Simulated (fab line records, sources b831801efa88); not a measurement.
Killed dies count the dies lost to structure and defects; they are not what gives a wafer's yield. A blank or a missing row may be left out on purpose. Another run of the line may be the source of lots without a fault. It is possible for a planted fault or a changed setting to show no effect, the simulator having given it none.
Chamber matching ; flow gf180mcu ; GF_V1_ETCH_16 on rie-diel-03 has 4 sister chambers
The step etches BARC in N2/H2. 8 wafers are shown with their chamber, then 6 later ones without.

WAFERS, EACH WITH ITS CHAMBER
wafer;chamber;oes-product-au (a.u.);throttle-valve-pct (%)
L818.6;0;0.852;13.233
L824.2;3;0.858;13.236
L824.4;1;0.851;13.223
L827.1;3;0.858;13.230
L827.4;0;0.848;13.224
L830.2;1;0.856;13.214
L830.3;2;0.851;13.217
L830.5;2;0.852;13.231

WAFERS WITH NO CHAMBER GIVEN
wafer;oes-product-au (a.u.);throttle-valve-pct (%)
L831.1;0.853;13.228
L831.2;0.858;13.226
L831.3;0.864;13.215
L835.1;0.852;13.237
L835.4;0.846;13.219
L835.5;0.857;13.229

THE CHAMBER EACH PASSED THROUGH
wafer;from the rows above;in truth
L831.1;can't be placed: 2 or 0 or 1 or 3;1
L831.2;can't be placed: 3 or 1 or 2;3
L831.3;can't be placed: 3 or 1 or 2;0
L835.1;can't be placed: 0 or 2 or 3 or 1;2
L835.4;can't be placed: 0 or 2 or 1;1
L835.5;can't be placed: 3 or 1 or 2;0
Placed correctly: 0 of 6. From these rows, 6 cannot be placed; in 4 the true chamber is one of the candidates. 0 placed wrongly.
How it was worked out, from the rows above alone: a wafer's distance from a chamber is the root of the sum, over the readings, of the square of ((its reading less the chamber's mean) divided by the reading's scatter). If the next closest chamber is less than 2 further off than the closest, the wafer can't be placed; otherwise it belongs to the closest. For every chamber, the mean is computed from those of its wafers that are shown. The scatter: the root of (the sum of the squares of (reading less its chamber's mean) over the shown wafers, divided by (wafers less chambers)).
